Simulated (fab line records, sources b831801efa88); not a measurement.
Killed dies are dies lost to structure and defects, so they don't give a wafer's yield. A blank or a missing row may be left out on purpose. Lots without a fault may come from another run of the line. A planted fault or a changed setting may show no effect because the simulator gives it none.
Which tool did it? | flow gf180mcu | 14 lots, 41 wafers sampled, at 2 steps of a route of 602

WHAT THE GAUGES READ, wafer by wafer
GF_PSD_RS_MEAS_14: measures by four-point-probe.
lot  | measured     | on            | NSD_RS (ohm/sq)
L306 | day 14 12:55 | film_metro-01 | 46.18 46.09 46.12
L307 | day 14 16:01 | film_metro-04 | 46.08 46.00 45.90
L308 | day 15 06:05 | film_metro-02 | 46.17 46.26 46.16
L309 | day 15 09:12 | film_metro-01 | 46.11 46.21 46.32
L310 | day 15 23:14 | film_metro-04 | 46.19 46.21 46.20
L311 | day 16 08:47 | film_metro-02 | 46.14 46.22 46.14
L312 | day 16 17:48 | film_metro-02 | 46.17 46.10
L319 | day 19 09:58 | film_metro-04 | 46.41 46.48 46.45
L321 | day 19 22:12 | film_metro-01 | 46.35 46.45 46.57
L322 | day 20 04:37 | film_metro-04 | 46.06 46.00 46.06
L324 | day 21 00:06 | film_metro-04 | 46.18 46.20 46.32
L325 | day 21 05:32 | film_metro-01 | 46.11 46.06 46.18
L327 | day 22 12:53 | film_metro-01 | 46.04 46.07 46.01
L328 | day 22 14:23 | film_metro-02 | 46.22 46.25 46.21

WHICH TOOL RAN EACH LOT (tool, then ch and the chambers of the sampled wafers, then the start)
lot  | GF_NSD_IMPLANT_10
L306 | implanter-01 ch 0, day 13 15:34
L307 | implanter-01 ch 0, day 13 18:17
L308 | implanter-01 ch 0, day 14 08:07
L309 | implanter-03 ch 0, day 14 11:22
L310 | implanter-01 ch 0, day 15 00:52
L311 | implanter-01 ch 0, day 15 09:56
L312 | implanter-03 ch 0, day 15 18:10
L319 | implanter-01 ch 0, day 18 09:28
L321 | implanter-01 ch 0, day 18 21:52
L322 | implanter-03 ch 0, day 19 04:40
L324 | implanter-02 ch 0, day 20 00:11
L325 | implanter-03 ch 0, day 20 05:22
L327 | implanter-01 ch 0, day 21 12:16
L328 | implanter-03 ch 0, day 21 13:47
- GF_NSD_IMPLANT_10

WHAT THE TOOLS THEMSELVES READ (means of the sampled wafers that have a number; where no wafer has one, the mark that the record gives instead)
The record holds no such reading with a usual standard deviation.

THE ANSWER, worked out from the rows above alone
Rule: what is usual is taken from the lots themselves. Put in order of their means at a reading, lots are off if they are a third of the lots or fewer, leave a main group of 4 or more, and stand apart from it by a gap of 3 or more times the standard deviation of the main group's means; of several such gaps the widest counts. A main group whose means are all the same, to the digits that the tables above print for the reading, isn't used. A lot without any number at a reading at which 4 lots or more have one is off too. The other lots that the step has rows for count as sound. The gauges are gone through in route order, then the tools' own readings, and for those a lot's mean is taken as printed above. The first step at which some lot is off is used, and at that step the reading that is off furthest; a lot without a number counts as furthest.
No lot is off at any reading shown: from this, nothing can be told.

WHAT THE SIMULATOR HAD PUT IN
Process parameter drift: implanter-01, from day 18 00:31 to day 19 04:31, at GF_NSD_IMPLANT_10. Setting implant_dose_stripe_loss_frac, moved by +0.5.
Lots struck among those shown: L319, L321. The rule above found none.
